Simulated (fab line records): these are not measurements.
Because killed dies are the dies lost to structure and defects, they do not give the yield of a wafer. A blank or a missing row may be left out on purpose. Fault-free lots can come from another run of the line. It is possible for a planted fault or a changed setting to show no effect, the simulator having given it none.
Problem report, 8D (eight disciplines) form, completed by code | flow sky130 | the parts of the form that need people (team, actions taken, sign-off) are left out

1. WHAT IS WRONG
plate temp C at SKY_METAL3_SOFTBAKE_09 reads a mean of 95.47 C on 6 wafers of 2 lots; wafers without a fault read 100.02 C with a standard deviation of 0.14. Relative to the usual mean, that is a shift of -32 standard deviations.
The step: time 90 s.
Seen first at day 41 17:00 on litho track-03, wafer L540.3. The record has a number at this step for 36 wafers belonging to 12 lots. Rule for "out" (also "out of limits"): further than 4 standard deviations from the usual mean. Any other wafer with a number is counted as sound.

2. WHAT IT IS, AND WHAT IT ISN'T
question                    | is                                 | is not
which readings at this step | plate temp C, heater power total W | -
which lots                  | L540, L541                         | L528, L529, L531, L543, L546, L547, L548, L549, L550, L551
which wafers of those lots  | all that have a number             | -
read on which tools         | litho track-03                     | litho track-02, litho track-04
when                        | from day 41 17:00                  | up to then (9 sound wafers); but 21 sound wafers of L543, L546, L547, L548, L549, L550, L551 came after

3. WHAT RULES OUT EACH SUSPECT
Counting: a tool at a process step up to the reading stays a suspect if it ran every lot that is out and no sound lot after the first of them.
- plasma asher-02 at SKY_CONTACT_STRIP_19 (strips in O2/N2): ruled out as a lasting fault. After its first lot that is out, L540 (day 35 15:36), sound lots L546, L551 ran on it.
- cmp-01 at SKY_VIA1_CMP_02 (polishes SiO2): ruled out as a lasting fault. After its first lot that is out, L540 (day 36 19:55), sound lots L546, L549, L550, L551 ran on it.
- litho track-03 at SKY_METAL3_SOFTBAKE_09 (time 90 s): kept. Every lot that is out went through it, starting with L540 (day 41 17:00), and after that it ran no sound lot; the last sound lot it ran before then is L531 (day 38 20:00). Out on those wafers are its own readings of heater power total W, plate temp C.
After counting, what remains is litho track-03 at SKY_METAL3_SOFTBAKE_09.

4. THE CAUSE (what the simulator had put in)
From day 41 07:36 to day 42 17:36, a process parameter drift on litho track-03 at SKY_METAL3_SOFTBAKE_09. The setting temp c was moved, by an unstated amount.
Only this tool survived the counting.

5. THE CHAIN OF EFFECTS, in route order
One row per reading whose mean, taken over the struck wafers that have a number, lies over 3 standard deviations from the usual. Only readings whose record carries a usual standard deviation are examined. hours: median over the lots of the time between each lot's start at the first step of this table that gives one and its start at this step. sigmas: the change, counted in usual standard deviations.
hours | step                   | reading              | usual    | on struck wafers | change | sigmas
0     | SKY_METAL3_SOFTBAKE_09 | heater power total W | 57.36 W  | 53.75            | -3.61  | -30
0     | SKY_METAL3_SOFTBAKE_09 | plate temp C         | 100.02 C | 95.47            | -4.55  | -32
It contains these process steps:
- SKY_METAL3_SOFTBAKE_09: time 90 s.

6. WHAT WOULD HAVE CAUGHT IT SOONER
9 hours passed between the start of the fault at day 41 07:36 and the first reading out of limits in this record, taken at day 41 17:00.
